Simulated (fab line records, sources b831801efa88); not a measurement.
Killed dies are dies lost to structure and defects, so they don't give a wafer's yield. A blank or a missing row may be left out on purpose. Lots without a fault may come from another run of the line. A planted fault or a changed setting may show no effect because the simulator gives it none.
Chamber matching | flow sky130 | SKY_VIA1_ETCH_14 on rie_diel-02: 4 sister chambers
The step etches BARC in N2/H2, stops on SiO2, time 45.9 s, target depth 60 nm. 8 wafers are shown with their chamber, then 10 later ones without.

WAFERS WITH THEIR CHAMBER
wafer  | chamber | drypump_motor_current_A (A) | throttle_valve_pct (%)
L083.2 | 3       | 5.5                         | 13.228
L085.2 | 0       | 5.3                         | 13.229
L085.4 | 2       | 5.6                         | 13.235
L086.3 | 1       | 6.2                         | 13.227
L086.5 | 0       | 5.3                         | 13.230
L086.6 | 3       | 5.5                         | 13.235
L089.1 | 2       | 5.5                         | 13.213
L089.4 | 1       | 6.2                         | 13.227

WAFERS WITHOUT THEIR CHAMBER
wafer  | drypump_motor_current_A (A) | throttle_valve_pct (%)
L089.5 | 5.3                         | 13.213
L091.2 | 5.6                         | 13.229
L091.3 | 5.3                         | 13.213
L091.5 | 5.6                         | 13.222
L097.2 | 6.2                         | 13.226
L097.5 | 5.5                         | 13.227
L097.6 | 6.2                         | 13.220
L096.2 | 6.2                         | 13.228
L096.4 | 5.5                         | 13.212
L096.6 | 5.6                         | 13.204

WHICH CHAMBER EACH WENT THROUGH
wafer  | from the rows above     | in truth
L089.5 | 0                       | 0
L091.2 | can't be placed: 2 or 3 | 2
L091.3 | 0                       | 0
L091.5 | can't be placed: 2 or 3 | 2
L097.2 | 1                       | 1
L097.5 | can't be placed: 3 or 2 | 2
L097.6 | 1                       | 1
L096.2 | 1                       | 1
L096.4 | can't be placed: 2 or 3 | 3
L096.6 | can't be placed: 2 or 3 | 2
Placed correctly: 5 of 10. Can't be placed from these rows: 5 (the true chamber is among the candidates in 5). Placed wrongly: 0.
How it was worked out, from the rows above alone: a wafer's distance from a chamber is the root of the sum, over the readings, of the square of ((its reading less the chamber's mean) divided by the reading's scatter). The wafer belongs to the nearest chamber; if the next one is less than 2 further off, it can't be placed. A chamber's mean is the mean of its shown wafers. The scatter: the root of (the sum of the squares of (reading less its chamber's mean) over the shown wafers, divided by (wafers less chambers)).
